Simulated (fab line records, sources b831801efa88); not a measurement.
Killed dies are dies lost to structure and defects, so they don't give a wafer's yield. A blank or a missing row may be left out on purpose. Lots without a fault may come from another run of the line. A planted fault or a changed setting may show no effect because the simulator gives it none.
fab line records | flow gf180mcu
record lots=24 wafers=72 last_day=34
route steps=602 shown V1@356 M2@377 V3@431 V5@542 TOP_METAL@567
lots that met no fault: from a run of the same line without faults
start_h: hours from the record's first day to the start of the lot's first wafer shown | wait_h: hours since the lot's step before | " the same as in the row above | L1.1+2: a row that stands for several wafers | - no value, or no start given | * or withheld: withheld | < > ~ a bound
route shown NAME@n: a module of which the file shows steps, and the number in the route of the first | usual: mean/standard deviation of fault-free wafers | same: alike in all rows | chamber/n: place in a boat | sites: the reading at each site | _std_site: their standard deviation | _edge_site: outer sites' mean less inner sites' | radius_mm: how far each site lies from the wafer's centre | mask NAME#n: copy n | behind: the tool/chamber that last shaped the wafer | hold: why the lot was held/for how many hours/how that ended | device: the transistor (n, p or np) that didn't switch | end of line: the same wafers' tests at the end of the route | a step without rows: its recipe alone | killed: dies lost to structure and defects at the first sort, not the wafer's yield | map: a wafer's dies, x killed, . not, _ none there
set.NAME: the setting as run; set.NAME@STEP: as run at that earlier step | model.NAME: the simulator's own value behind a step, which no gauge read
steps of the route over a sample of lots; a table a step, a row a wafer
services: from which hour (start_h, from the record's first day; less than 0 if before it) a tool's chamber was out of use, for how many hours, and why
## steps
# step GF_V1_SPUTTER_21
# recipe material=Ti target_thk_nm=15 chamber_pressure_pa=5 power_w=2500 substrate_temp_c=200 time_s=80.02
# usual throttle_valve_pct=30.0/0.65
# columns lot.wafer tool chamber start_h wait_h throttle_valve_pct
L074.1 pvd_sputter-02 - 405.96 0.0 30.0
L074.4 " - " " 30.7
L074.6 " - " " 30.3
L075.1 pvd_sputter-04 - 414.73 0.0 29.7
L075.2 " - " " 30.4
L075.5 " - " " 30.0
L076.1 pvd_sputter-02 - 422.60 0.0 30.4
L076.5 " - " " 30.1
L076.6 " - " " 30.6
L077.1 pvd_sputter-04 - 443.72 0.0 29.6
L077.2 " - " " 30.8
L077.6 " - " " 29.7
L078.2 pvd_sputter-03 - 451.30 0.0 31.1
L078.4 " - " " 29.6
L078.6 " - " " 30.0
L079.1 pvd_sputter-02 - 462.05 0.0 29.9
L079.5 " - " " 29.8
L079.6 " - " " 30.0
L080.3 pvd_sputter-04 - 467.86 0.0 28.7
L080.4 " - " " 29.6
L080.6 " - " " 30.2
L081.2 pvd_sputter-04 - 470.29 0.0 29.5
L081.3 " - " " 29.5
L081.4 " - " " 28.4
L082.3 pvd_sputter-03 - 490.94 0.0 30.0
L082.5 " - " " 30.3
L082.6 " - " " 31.0
L083.1 pvd_sputter-04 - 493.01 0.0 29.5
L083.3 " - " " 29.8
L083.5 " - " " 29.5
L084.1 pvd_sputter-02 - 500.45 0.0 30.5
L084.3 " - " " 30.9
L084.4 " - " " 29.8
L085.1 pvd_sputter-03 - 510.29 0.0 30.1
L085.5 " - " " 31.1
L085.6 " - " " 30.2
L086.1 pvd_sputter-04 - 520.52 0.0 28.4
L086.2 " - " " 30.4
L086.5 " - " " 30.5
L087.3 pvd_sputter-03 - 532.13 0.0 30.6
L087.4 " - " " 29.9
L087.5 " - " " 29.8
L088.1 pvd_sputter-02 - 550.38 0.0 30.3
L088.2 " - " " 29.4
L088.6 " - " " 29.5
L089.1 pvd_sputter-02 - 553.32 0.0 29.5
L089.4 " - " " 30.1
L089.5 " - " " 30.6
L090.2 pvd_sputter-02 - 558.42 0.0 30.0
L090.3 " - " " 29.7
L090.4 " - " " 30.6
L091.2 pvd_sputter-02 - 566.52 0.0 30.5
L091.3 " - " " 29.8
L091.5 " - " " 30.2
L092.2 pvd_sputter-04 - 577.03 0.0 29.8
L092.4 " - " " 30.6
L092.6 " - " " 29.8
L093.1 pvd_sputter-04 - 578.39 0.0 28.5
L093.2 " - " " 29.8
L093.4 " - " " 29.7
L094.1 pvd_sputter-03 - 587.18 0.0 30.9
L094.3 " - " " 30.4
L094.5 " - " " 29.8
L095.1 pvd_sputter-04 - 593.49 0.0 30.6
L095.3 " - " " 29.6
L095.6 " - " " 30.2
L096.1 pvd_sputter-03 - 597.11 0.0 29.8
L096.2 " - " " 29.6
L096.5 " - " " 29.8
L097.1 pvd_sputter-03 - 605.90 0.0 31.0
L097.2 " - " " 29.8
L097.6 " - " " 29.8
# step GF_M2_OVL_MEAS_15
# usual M2_OVL=-3/6.5
# columns lot.wafer tool chamber start_h wait_h M2_OVL[nm]
L074.1 overlay-02 - 431.75 0.1 -12
L074.4 " - " " -9
L074.6 " - " " -15
L075.1 overlay-02 - 439.45 0.1 -3
L075.2 " - " " -3
L075.5 " - " " -10
L076.1 overlay-01 - 448.44 0.1 -10
L076.5 " - " " 1
L076.6 " - " " -4
L077.1 overlay-02 - 468.75 0.1 4
L077.2 " - " " 0
L077.6 " - " " 4
L078.2 overlay-02 - 476.56 0.1 -5
L078.4 " - " " -2
L078.6 " - " " -10
L079.1 overlay-01 - 486.85 0.1 11
L079.5 " - " " 8
L079.6 " - " " -2
L080.3 overlay-02 - 492.95 0.1 4
L080.4 " - " " -6
L080.6 " - " " -5
L081.2 overlay-01 - 494.60 0.1 -7
L081.3 " - " " -7
L081.4 " - " " -11
L082.3 overlay-02 - 515.16 0.1 -8
L082.5 " - " " -6
L082.6 " - " " -2
L083.1 overlay-02 - 516.75 0.1 -5
L083.3 " - " " -3
L083.5 " - " " 0
L084.1 overlay-01 - 524.29 0.1 -3
L084.3 " - " " 2
L084.4 " - " " -1
L085.1 overlay-01 - 533.79 0.1 1
L085.5 " - " " 0
L085.6 " - " " 1
L086.1 overlay-01 - 544.66 0.1 -4
L086.2 " - " " 2
L086.5 " - " " 6
L087.3 overlay-02 - 556.21 0.1 -7
L087.4 " - " " -8
L087.5 " - " " -5
L088.1 overlay-01 - 573.51 0.1 -8
L088.2 " - " " -5
L088.6 " - " " -16
L089.1 overlay-02 - 576.25 0.1 4
L089.4 " - " " 1
L089.5 " - " " 11
L090.2 overlay-02 - 581.34 0.1 -1
L090.3 " - " " 0
L090.4 " - " " 1
L091.2 overlay-02 - 588.61 0.1 -9
L091.3 " - " " -13
L091.5 " - " " -5
L092.2 overlay-01 - 599.46 0.1 -6
L092.4 " - " " -1
L092.6 " - " " -2
L093.1 overlay-01 - 600.75 0.1 1
L093.2 " - " " 5
L093.4 " - " " 8
L094.1 overlay-01 - 608.61 0.1 -3
L094.3 " - " " -6
L094.5 " - " " 1
L095.1 overlay-01 - 615.49 0.1 -11
L095.3 " - " " -3
L095.6 " - " " -13
L096.1 overlay-01 - 618.37 0.1 9
L096.2 " - " " 5
L096.5 " - " " 7
L097.1 overlay-02 - 627.21 0.1 -4
L097.2 " - " " -8
L097.6 " - " " -6
# step GF_V3_CVD_02
# recipe material=SiO2 target_thk_nm=850 precursor=TEOS temp_c=400 time_s=94.851 rf_w=584.6
# usual heater_power_w=652/100
# columns lot.wafer tool chamber start_h wait_h heater_power_w since_wet_clean_h
L074.1 pecvd-02 0 483.33 0.1 880 100
L074.4 " 1 " " 619 -
L074.6 " 2 " " 616 -
L075.1 pecvd-02 2 493.48 0.1 600 111
L075.2 " 1 " " 519 111
L075.5 " 2 " " 622 -
L076.1 pecvd-02 1 500.77 0.1 646 118
L076.5 " 1 " " 642 -
L076.6 " 1 " " 501 -
L077.1 pecvd-02 0 520.43 0.1 879 138
L077.2 " 2 " " 500 138
L077.6 " 0 " " 713 -
L078.2 pecvd-03 1 527.43 0.0 755 769
L078.4 " 2 " " 656 -
L078.6 " 1 " " 641 -
L079.1 pecvd-03 1 537.41 0.1 740 779
L079.5 " 1 " " 788 -
L079.6 " 0 " " 524 -
L080.3 pecvd-02 0 543.89 0.0 842 161
L080.4 " 1 " " 623 -
L080.6 " 2 " " 582 -
L081.2 pecvd-04 0 544.72 0.0 709 578
L081.3 " 1 " " 486 578
L081.4 " 0 " " 774 -
L082.3 pecvd-04 2 564.23 0.0 771 598
L082.5 " 0 " " 753 -
L082.6 " 1 " " 548 -
L083.1 pecvd-02 2 565.69 0.1 532 183
L083.3 " 1 " " 508 183
L083.5 " 1 " " 561 -
L084.1 pecvd-04 2 572.77 0.1 674 606
L084.3 " 1 " " 539 606
L084.4 " 1 " " 555 -
L085.1 pecvd-04 1 583.30 0.1 572 617
L085.5 " 1 " " 602 -
L085.6 " 0 " " 662 -
L086.1 pecvd-04 0 593.30 0.1 734 627
L086.2 " 1 " " 578 627
L086.5 " 1 " " 589 -
L087.3 pecvd-04 0 603.23 0.0 717 637
L087.4 " 0 " " 751 -
L087.5 " 2 " " 600 -
L088.1 pecvd-02 0 620.43 0.1 851 238
L088.2 " 1 " " 561 238
L088.6 " 0 " " 860 -
L089.1 pecvd-03 1 622.45 0.1 699 17
L089.4 " 0 " " 651 -
L089.5 " 2 " " 713 -
L090.2 pecvd-03 0 627.19 0.0 637 22
L090.3 " 1 " " 737 22
L090.4 " 2 " " 697 -
L091.2 pecvd-04 1 633.67 0.0 544 667
L091.3 " 2 " " 613 667
L091.5 " 1 " " 557 -
L092.2 pecvd-04 2 645.07 0.0 684 679
L092.4 " 2 " " 739 -
L092.6 " 0 " " 766 -
L093.1 pecvd-02 2 645.60 0.1 520 263
L093.2 " 0 " " 813 263
L093.4 " 2 " " 581 -
L094.1 pecvd-02 1 652.09 0.1 602 269
L094.3 " 2 " " 597 269
L094.5 " 1 " " 635 -
L095.1 pecvd-04 0 658.27 0.1 757 692
L095.3 " 2 " " 722 692
L095.6 " 2 " " 741 -
L096.1 pecvd-03 0 661.95 0.1 632 57
L096.2 " 1 " " 715 57
L096.5 " 2 " " 664 -
L097.1 pecvd-04 2 670.35 0.1 618 704
L097.2 " 1 " " 613 704
L097.6 " 2 " " 660 -
# step GF_V5_CVD_02
# recipe material=SiO2 target_thk_nm=1450 precursor=TEOS temp_c=400 time_s=163.28 rf_w=600
# usual heater_power_w=654/95
# columns lot.wafer tool chamber start_h wait_h heater_power_w since_wet_clean_h
L074.1 pecvd-02 2 602.96 0.1 573 220
L074.4 " 0 " " 824 -
L074.6 " 1 " " 615 -
L075.1 pecvd-04 1 610.03 0.1 541 644
L075.2 " 0 " " 777 644
L075.5 " 2 " " 599 -
L076.1 pecvd-02 2 617.82 0.1 523 235
L076.5 " 1 " " 623 -
L076.6 " 0 " " 832 -
L077.1 pecvd-01 1 635.21 0.1 630 461
L077.2 " 2 " " 652 461
L077.6 " 1 " " 533 -
L078.2 pecvd-04 0 641.70 0.0 786 675
L078.4 " 0 " " 669 -
L078.6 " 1 " " 463 -
L079.1 pecvd-01 0 650.09 0.1 655 475
L079.5 " 1 " " 634 -
L079.6 " 0 " " 694 -
L080.3 pecvd-01 2 655.51 0.0 623 481
L080.4 " 2 " " 750 -
L080.6 " 0 " " 551 -
L081.2 pecvd-04 2 656.25 0.0 724 690
L081.3 " 0 " " 802 690
L081.4 " 1 " " 466 -
L082.3 pecvd-01 2 673.20 0.0 767 499
L082.5 " 1 " " 635 -
L082.6 " 2 " " 638 -
L083.1 pecvd-04 0 673.77 0.1 734 707
L083.3 " 1 " " 601 707
L083.5 " 0 " " 835 -
L084.1 pecvd-02 1 681.16 0.1 547 298
L084.3 " 0 " " 830 298
L084.4 " 0 " " 877 -
L085.1 pecvd-04 2 689.42 0.1 712 723
L085.5 " 2 " " 598 -
L085.6 " 1 " " 471 -
L086.1 pecvd-01 2 698.57 0.1 777 524
L086.2 " 0 " " 708 524
L086.5 " 1 " " 646 -
L087.3 pecvd-02 1 706.62 0.0 554 324
L087.4 " 0 " " 846 -
L087.5 " 1 " " 610 -
L088.1 pecvd-02 0 722.38 0.1 835 340
L088.2 " 1 " " 583 340
L088.6 " 1 " " 646 -
L089.1 pecvd-01 0 723.09 0.1 693 548
L089.4 " 1 " " 532 -
L089.5 " 0 " " 574 -
L090.2 pecvd-02 2 727.95 0.0 516 345
L090.3 " 1 " " 543 345
L090.4 " 0 " " 713 -
L091.2 pecvd-01 1 734.69 0.0 638 560
L091.3 " 2 " " 643 560
L091.5 " 2 " " 757 -
L092.2 pecvd-01 2 743.20 0.0 749 569
L092.4 " 1 " " 521 -
L092.6 " 2 " " 752 -
L093.1 pecvd-02 0 745.15 0.1 707 362
L093.2 " 2 " " 568 362
L093.4 " 1 " " 600 -
L094.1 pecvd-01 1 760.76 0.1 570 586
L094.3 " 0 " " 664 586
L094.5 " 0 " " 696 -
L095.1 pecvd-02 1 760.93 0.1 630 378
L095.3 " 2 " " 546 378
L095.6 " 0 " " 706 -
L096.1 pecvd-04 1 760.93 0.1 505 795
L096.2 " 2 " " 671 795
L096.5 " 0 " " 751 -
L097.1 pecvd-04 0 764.37 0.1 805 798
L097.2 " 2 " " 725 798
L097.6 " 2 " " 682 -
# step GF_TOP_METAL_SPUTTER_00
# recipe material=Ti target_thk_nm=37.5 arriving_ion_energy_ev=80 substrate_temp_c=200 chamber_pressure_pa=2 power_w=4000 time_s=150
# usual throttle_valve_pct=30.5/0.64
# columns lot.wafer tool chamber start_h wait_h throttle_valve_pct
L074.1 pvd_sputter-03 - 625.93 0.2 29.5
L074.4 " - " " 30.9
L074.6 " - " " 29.8
L075.1 pvd_sputter-03 - 632.87 0.2 31.2
L075.2 " - " " 29.5
L075.5 " - " " 29.6
L076.1 pvd_sputter-02 - 639.72 0.2 31.0
L076.5 " - " " 31.0
L076.6 " - " " 30.4
L077.1 pvd_sputter-02 - 657.25 0.1 30.7
L077.2 " - " " 29.7
L077.6 " - " " 29.9
L078.2 pvd_sputter-01 - 663.57 0.1 31.6
L078.4 " - " " 29.9
L078.6 " - " " 29.8
L079.1 pvd_sputter-03 - 671.57 0.1 30.1
L079.5 " - " " 31.0
L079.6 " - " " 30.2
L080.3 pvd_sputter-01 - 676.22 0.1 30.1
L080.4 " - " " 30.5
L080.6 " - " " 30.4
L081.2 pvd_sputter-02 - 677.52 0.1 30.6
L081.3 " - " " 30.8
L081.4 " - " " 29.6
L082.3 pvd_sputter-01 - 693.82 0.2 31.0
L082.5 " - " " 29.9
L082.6 " - " " 31.0
L083.1 pvd_sputter-02 - 694.42 0.1 30.6
L083.3 " - " " 30.6
L083.5 " - " " 29.6
L084.1 pvd_sputter-01 - 701.97 0.1 29.9
L084.3 " - " " 30.4
L084.4 " - " " 31.1
L085.1 pvd_sputter-03 - 709.76 0.2 29.8
L085.5 " - " " 29.6
L085.6 " - " " 30.3
L086.1 pvd_sputter-01 - 718.70 0.1 30.5
L086.2 " - " " 30.9
L086.5 " - " " 31.3
L087.3 pvd_sputter-01 - 727.29 0.1 29.7
L087.4 " - " " 30.5
L087.5 " - " " 31.2
L088.1 pvd_sputter-02 - 741.50 0.1 30.9
L088.2 " - " " 29.9
L088.6 " - " " 30.2
L089.1 pvd_sputter-02 - 742.77 0.1 30.9
L089.4 " - " " 30.0
L089.5 " - " " 30.6
L090.2 pvd_sputter-01 - 747.41 0.2 29.6
L090.3 " - " " 30.8
L090.4 " - " " 30.5
L091.2 pvd_sputter-02 - 753.55 0.1 30.8
L091.3 " - " " 30.7
L091.5 " - " " 30.7
L092.2 pvd_sputter-01 - 761.82 0.1 31.2
L092.4 " - " " 30.8
L092.6 " - " " 29.6
L093.1 pvd_sputter-02 - 763.12 0.1 30.7
L093.2 " - " " 30.8
L093.4 " - " " 29.5
L094.1 pvd_sputter-03 - 778.56 0.2 29.8
L094.3 " - " " 29.7
L094.5 " - " " 30.1
L096.1 pvd_sputter-01 - 778.91 0.1 30.4
L096.2 " - " " 31.8
L096.5 " - " " 31.0
L095.1 pvd_sputter-03 - 779.06 0.1 30.3
L095.3 " - " " 30.0
L095.6 " - " " 29.5
L097.1 pvd_sputter-01 - 782.59 0.2 30.6
L097.2 " - " " 31.1
L097.6 " - " " 30.2
# step GF_TOP_METAL_SPUTTER_04
# recipe material=TiN target_thk_nm=25 power_w=6500 time_s=20.8 chamber_pressure_pa=0.4
# usual throttle_valve_pct=30.5/0.64
# columns lot.wafer tool chamber start_h wait_h throttle_valve_pct
L074.1 pvd_sputter-03 - 626.13 0.0 29.5
L074.4 " - " " 31.0
L074.6 " - " " 29.6
L075.1 pvd_sputter-03 - 633.06 0.0 31.0
L075.2 " - " " 29.8
L075.5 " - " " 29.9
L076.1 pvd_sputter-02 - 639.92 0.0 30.9
L076.5 " - " " 30.8
L076.6 " - " " 30.6
L077.1 pvd_sputter-02 - 657.44 0.0 30.3
L077.2 " - " " 29.9
L077.6 " - " " 29.9
L078.2 pvd_sputter-01 - 671.30 0.0 32.0
L078.4 " - " " 30.0
L078.6 " - " " 29.9
L079.1 pvd_sputter-03 - 671.77 0.0 30.1
L079.5 " - " " 31.2
L079.6 " - " " 30.2
L080.3 pvd_sputter-01 - 676.42 0.0 29.9
L080.4 " - " " 30.6
L080.6 " - " " 30.4
L081.2 pvd_sputter-02 - 677.72 0.0 30.4
L081.3 " - " " 30.9
L081.4 " - " " 29.6
L082.3 pvd_sputter-01 - 694.01 0.0 31.2
L082.5 " - " " 29.8
L082.6 " - " " 31.2
L083.1 pvd_sputter-02 - 694.61 0.0 30.7
L083.3 " - " " 30.4
L083.5 " - " " 29.4
L084.1 pvd_sputter-01 - 702.16 0.0 29.9
L084.3 " - " " 30.6
L084.4 " - " " 31.2
L085.1 pvd_sputter-03 - 709.95 0.0 29.9
L085.5 " - " " 29.7
L085.6 " - " " 30.3
L086.1 pvd_sputter-01 - 718.89 0.0 30.6
L086.2 " - " " 31.3
L086.5 " - " " 31.1
L087.3 pvd_sputter-01 - 727.48 0.0 30.0
L087.4 " - " " 30.3
L087.5 " - " " 31.2
L088.1 pvd_sputter-02 - 741.70 0.0 30.8
L088.2 " - " " 29.8
L088.6 " - " " 30.3
L089.1 pvd_sputter-02 - 742.97 0.0 30.9
L089.4 " - " " 30.3
L089.5 " - " " 30.5
L090.2 pvd_sputter-01 - 747.61 0.0 30.1
L090.3 " - " " 31.3
L090.4 " - " " 30.5
L091.2 pvd_sputter-02 - 753.74 0.0 30.8
L091.3 " - " " 30.5
L091.5 " - " " 30.5
L092.2 pvd_sputter-01 - 762.02 0.0 31.0
L092.4 " - " " 30.5
L092.6 " - " " 29.9
L093.1 pvd_sputter-02 - 763.31 0.0 30.6
L093.2 " - " " 30.7
L093.4 " - " " 29.6
L094.1 pvd_sputter-03 - 778.75 0.0 29.8
L094.3 " - " " 29.6
L094.5 " - " " 30.5
L096.1 pvd_sputter-01 - 779.10 0.0 30.4
L096.2 " - " " 31.8
L096.5 " - " " 31.3
L095.1 pvd_sputter-03 - 779.26 0.0 30.1
L095.3 " - " " 29.6
L095.6 " - " " 29.8
L097.1 pvd_sputter-01 - 782.79 0.0 30.4
L097.2 " - " " 31.1
L097.6 " - " " 30.5
## services
# columns tool chamber start_h hours kind
pecvd-01 - 404.98 2.3 repair
pecvd-01 - 410.16 1.0 repair
pecvd-02 1 421.01 11.7 repair
pecvd-02 2 424.01 4.8 repair
pecvd-01 - 429.76 28.1 pm
pecvd-02 - 434.32 5.5 pm
pecvd-04 2 462.65 4.3 repair
pecvd-02 0 499.18 4.8 repair
pecvd-02 2 499.21 6.2 repair
pvd_sputter-03 - 556.92 0.9 repair
pecvd-03 2 557.10 2.1 repair
pecvd-03 - 591.12 14.0 pm
pecvd-03 1 649.04 6.4 repair
pecvd-02 0 649.66 2.2 repair
pecvd-02 - 660.68 14.6 pm
pvd_sputter-02 1 677.74 - consumable_replace:kit
pvd_sputter-03 - 710.62 2.9 repair
pvd_sputter-03 - 719.86 1.3 repair
pecvd-01 - 728.50 1.3 repair
pvd_sputter-03 - 732.28 39.6 repair
pecvd-01 0 740.06 9.9 repair
pecvd-03 2 757.46 17.8 repair
pecvd-04 1 761.10 5.1 repair
pvd_sputter-02 - 778.29 9.2 repair
## key
fault none
